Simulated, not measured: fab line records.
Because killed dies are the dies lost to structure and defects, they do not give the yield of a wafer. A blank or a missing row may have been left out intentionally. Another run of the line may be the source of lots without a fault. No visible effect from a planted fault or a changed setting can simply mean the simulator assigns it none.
One fault through the eyes of 2 desks    flow sky130    each desk has only its own numbers; what lay behind them comes last

== AT THE TOOL OWNER'S DESK: implanter-02 ==
For each lot that ran on this tool, the mean over its sampled wafers that have a number, from the tool's own readings at SKY_LDD_P_IMPLANT_09. If a lot's mean is further than 4 standard deviations from the usual mean, the lot is out of limits and carries the mark OUT (the distance appears in the brackets).
Columns: A = beam_energy_keV at SKY_LDD_P_IMPLANT_09, usual 25.002; B = faraday_current_uA at SKY_LDD_P_IMPLANT_09, usual 56.4
lot   first seen here  A                         B
L940  day 21 11:55     20.518 (-99 or more) OUT  56.8
L942  day 21 18:11     20.520 (-99 or more) OUT  55.9
L958  day 27 08:01     24.997                    57.9
This desk's finding: out of limits on L940, L942; first on L940, day 21 11:55 (beam_energy_keV at SKY_LDD_P_IMPLANT_09). L958: within limits.

== THE METROLOGY DESK ==
What the gauges read for every lot (on any tool): the sampled wafers with a number, averaged. If a lot's mean is further than 4 standard deviations from the usual mean, the lot is out of limits and carries the mark OUT (the distance appears in the brackets).
Columns: A = POLY_GATE_OVL at SKY_POLY_GATE_OVL_MEAS_14, usual 4 nm; B = LDD_N_OVL at SKY_LDD_N_OVL_MEAS_07, usual 1.9 nm; C = LDD_P_TW at SKY_LDD_P_TW_MEAS_11, usual 639
lot   first seen here  A   B    C
L936  day 16 08:31     6   0.9  634
L940  day 18 18:37     7   0.6  605 (-5.4) OUT
L941  day 18 18:58     10  3.4  638
L942  day 18 23:40     5   1.6  604 (-5.5) OUT
L948  day 21 02:32     7   0.7  638
L949  day 21 08:08     3   3.8  635
L950  day 21 21:22     7   2.7  637
L952  day 22 12:47     11  3.1  639
L953  day 22 17:14     3   2.8  636
L954  day 23 17:28     6   2.5  631
L958  day 24 18:40     7   2.3  648
L957  day 24 18:43     4   2.8  634
This desk's finding: out of limits on L940, L942; first on L940, day 21 12:10 (LDD_P_TW at SKY_LDD_P_TW_MEAS_11). L936, L941, L948, L949, L950, L952, L953, L954, L958, L957: within limits.

== TAKEN TOGETHER ==
An alarm could have come from the tool owner's desk at day 21 11:55, on L940, L942.
L940, L942 would have let the metrology desk raise an alarm at day 21 12:10.
On implanter-02, each named lot ran SKY_LDD_P_IMPLANT_09.

== WHAT HAD BEEN PUT IN BY THE SIMULATOR ==
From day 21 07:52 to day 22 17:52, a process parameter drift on implanter-02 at SKY_LDD_P_IMPLANT_09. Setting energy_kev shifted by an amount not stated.
Lots struck among those shown: L940, L942.
Delay (hours) between the fault's onset and each desk's first out-of-limits reading: 4 at the tool owner's desk, 4 at the metrology desk.
